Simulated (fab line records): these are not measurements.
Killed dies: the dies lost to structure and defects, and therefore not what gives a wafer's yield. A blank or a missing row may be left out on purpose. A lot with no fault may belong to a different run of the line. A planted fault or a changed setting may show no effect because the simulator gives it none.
A struck lot beside a sound one | flow sky130 | 22 steps out of a route of 708
Sound: the wafers L928.1, L928.2, L928.4. The struck wafers were L935.1, L935.2, L935.5. At the end, the cause is stated.
For every step that has rows: the tool of each side, followed by ch and its chambers, followed by its first start. Under that, the readings that differ: sound wafers | struck wafers | difference of the means | sigmas: that difference in standard deviations of wafers without a fault.
alike: same words and numbers on both sides, and readings whose means sit less than 2 such deviations apart. not compared: any withheld reading, any reading some wafer has no value for, any bound like >300 that may hide the same value, and any number with overlapping values for which the record gives no deviation.
Wherever a step has rows on one side only, a row that says differs or no value, or a row with sigmas, the two part there. Numbers that have no deviation but don't overlap get no sigmas and don't part them. A reading that every wafer of one side lacks parts them only if that side has two wafers or more.

SKY_METAL4_SPUTTER_00: material Ti, target thk 15 nm, time 10 s.
  sound on pvd-sputter-02, day 39 18:41; struck on pvd-sputter-02, day 41 17:29
  alike: throttle-valve-pct
SKY_METAL4_SPUTTER_01: material TiN, target thk 20 nm, time 16.7 s.
  sound on pvd-sputter-02, day 39 18:43; struck on pvd-sputter-02, day 41 17:31
  alike: throttle-valve-pct
SKY_METAL4_SPUTTER_02: material AlCu, target thk 735 nm, time 39.1 s.
  sound on pvd-sputter-02, day 39 18:44; struck on pvd-sputter-02, day 41 17:32
  alike: throttle-valve-pct
then, 1 step without rows for these wafers: SKY_METAL4_SPUTTER_03 (material Ti, target thk 5 nm, time 3.3 s).
SKY_METAL4_SPUTTER_04: material TiN, target thk 70 nm, time 58.3 s.
  sound on pvd-sputter-02, day 39 18:48; struck on pvd-sputter-02, day 41 17:36
  alike: throttle-valve-pct
SKY_CAP2M_CVD_00: deposits SiO2, target thk 15.5 nm.
  sound on pecvd-02 ch 0,1,2, day 39 18:51; struck on pecvd-03 ch 0,2, day 41 17:39
  alike: heater-power-w
SKY_CAP2M_THK_MEAS_01:
  sound on film-metro-04, day 39 18:52; struck on film-metro-02, day 41 17:40
  alike: CAP2M_CVD_00_THK
then, 1 step without rows for these wafers: SKY_CAP2M_SPUTTER_02 (material TiN, target thk 200 nm, time 166.7 s).
SKY_CAP2M_RS_MEAS_03: measures by four-point-probe.
  sound on film-metro-03, day 39 19:02; struck on film-metro-04, day 41 17:50
  alike: CAP2M_TIN_RS
SKY_CAP2M_THK_MEAS_04: measures by xrf.
  sound on film-metro-03, day 39 19:10; struck on film-metro-04, day 41 17:58
  alike: CAP2M_TIN_THK
then, 2 steps without rows for these wafers: SKY_CAP2M_DEHYDRATE_05 (time 60 s); SKY_CAP2M_HMDS_06 (prime time 60 s).
SKY_CAP2M_COAT_07: resist thk 1140 nm.
  sound on litho-track-04 ch 0, day 40 06:29; struck on litho-track-04 ch 0, day 42 05:23
  reading                                    | sound          | struck         | difference | sigmas
  model.NOVOLAK_of_CAP2M_COAT_07.thk-nm (nm) | 1145 1142 1139 | 1158 1159 1158 | +16        |
then, 4 steps without rows for these wafers: SKY_CAP2M_SOFTBAKE_08 (time 60 s); SKY_CAP2M_EXPOSE_09 (exposes mask CAP2M, target cd 1000 nm); SKY_CAP2M_PEB_10; SKY_CAP2M_DEVELOP_11 (develop time 60 s).
SKY_CAP2M_OVL_MEAS_12:
  sound on overlay-01, day 40 19:29; struck on overlay-02, day 42 17:00
  alike: CAP2M_OVL
SKY_CAP2M_METAL_ETCH_13: etches TiN in Cl2/BCl3, stops on SiO2, target depth 220 nm, time 62.9 s.
  sound on rie-metal-02 ch 0,1, day 40 19:31; struck on rie-metal-02 ch 0,1, day 42 17:02
  reading                                    | sound             | struck         | difference | sigmas
  model.NOVOLAK_of_CAP2M_COAT_07.thk-nm (nm) | 999.2 992.9 990.3 | 1012 1010 1009 | +16        |
  alike: bcl3-flow-sccm, drypump-motor-current-A, oes-product-au, throttle-valve-pct
  not compared: rf-hours-counter-h
SKY_CAP2M_STRIP_14: strips in O2/N2.
  sound on plasma-asher-03 ch 0,1, day 40 19:41; struck on plasma-asher-03 ch 0,1, day 42 17:07
  reading                      | sound             | struck            | difference | sigmas
  strip-time-to-endpoint-s (s) | 12.72 12.65 12.62 | 12.81 12.77 12.83 | +0.14      | +4
  alike: drypump-motor-current-A, oes-product-au
  not compared: rf-hours-counter-h
then, 1 step without rows for these wafers: SKY_CAP2M_STRIP_15 (strips in post etch residue remover, time 1200 s).
-- the record jumps here: 5 days lie between the struck wafers' starts before and after (it left off in module CAP2M and takes up again in module PAD_OPEN, whose first step shown is number 708 of the route) --
SKY_PAD_OPEN_PROBE_99:
  sound on prober-01, day 45 20:10; struck on prober-01, day 47 12:40
  alike: defect-limited-yield, killed_at_M0_to_M3, killed_at_M4_up, killed-at-contacts, killed-at-front-end, killed-at-other, killed-dies, killed-on-rim, killed-open, killed-short, sort_bin_3_pad_short, sort_bin_5_function, sort_bin_6_memory, sort-n-pass, sort-yield-pct

## WHERE THEY PART
Within this record, at SKY_CAP2M_STRIP_14 only. Later steps at which nothing parts them and some readings are alike: SKY_PAD_OPEN_PROBE_99.

WHY: the cause the simulator had injected
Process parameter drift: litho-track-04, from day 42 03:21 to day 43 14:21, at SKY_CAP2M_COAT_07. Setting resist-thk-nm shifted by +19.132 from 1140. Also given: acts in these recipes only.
